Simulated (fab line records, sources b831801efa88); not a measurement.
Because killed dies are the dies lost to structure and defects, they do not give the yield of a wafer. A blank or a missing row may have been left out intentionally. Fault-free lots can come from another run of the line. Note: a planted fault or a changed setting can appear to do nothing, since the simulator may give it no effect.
One fault through the eyes of 2 desks + flow gf180mcu + only its own numbers are on each desk; what lay behind them is given at the end

AT THE METROLOGY DESK
What the gauges read, lot by lot, whatever tool the lot ran on: means of the sampled wafers that have a number. Marked OUT: a lot whose mean sits more than 4 standard deviations from the usual mean, which makes it out of limits; the brackets give that distance.
Columns: A = V4_W_RS at GF_V4_RS_MEAS_24, usual 0.325 ohm/sq; B = V4_W_THK at GF_V4_THK_MEAS_25, usual 352 nm
| lot  | first seen here | A     | B   |
|------|-----------------|-------|-----|
| L579 | day 25 01:36    | 0.333 | 339 |
| L586 | day 27 08:48    | 0.332 | 342 |
| L588 | day 27 22:47    | 0.326 | 348 |
| L591 | day 29 00:25    | 0.319 | 355 |
| L596 | day 30 10:44    | 0.323 | 357 |
| L598 | day 30 17:12    | 0.329 | 351 |
This desk found nothing out of limits on any of the 6 lots.

AT THE TOOL OWNER'S DESK: pvd_sputter-02
The tool's own readings at GF_MIM_SPUTTER_01 (material TiN, target thk 30 nm, time 25 s): means of the sampled wafers that have a number, for each lot that ran on this tool. Marked OUT: a lot whose mean sits more than 4 standard deviations from the usual mean, which makes it out of limits; the brackets give that distance.
Columns: A = cathode_dc_power_W at GF_MIM_SPUTTER_01, usual 6500.0 W; B = chamber_pressure_pa at GF_MIM_SPUTTER_01, usual 0.3999 Pa; C = throttle_valve_pct at GF_MIM_SPUTTER_01, usual 29.5 %
| lot  | first seen here | A      | B      | C    |
|------|-----------------|--------|--------|------|
| L598 | day 30 17:46    | 6500.4 | 0.4002 | 29.2 |
This desk's finding: nothing out of limits on the one lot.

TAKEN TOGETHER
At the metrology desk, nothing out of limits was observed.
The tool owner's desk saw nothing out of limits.

WHAT THE SIMULATOR PUT IN
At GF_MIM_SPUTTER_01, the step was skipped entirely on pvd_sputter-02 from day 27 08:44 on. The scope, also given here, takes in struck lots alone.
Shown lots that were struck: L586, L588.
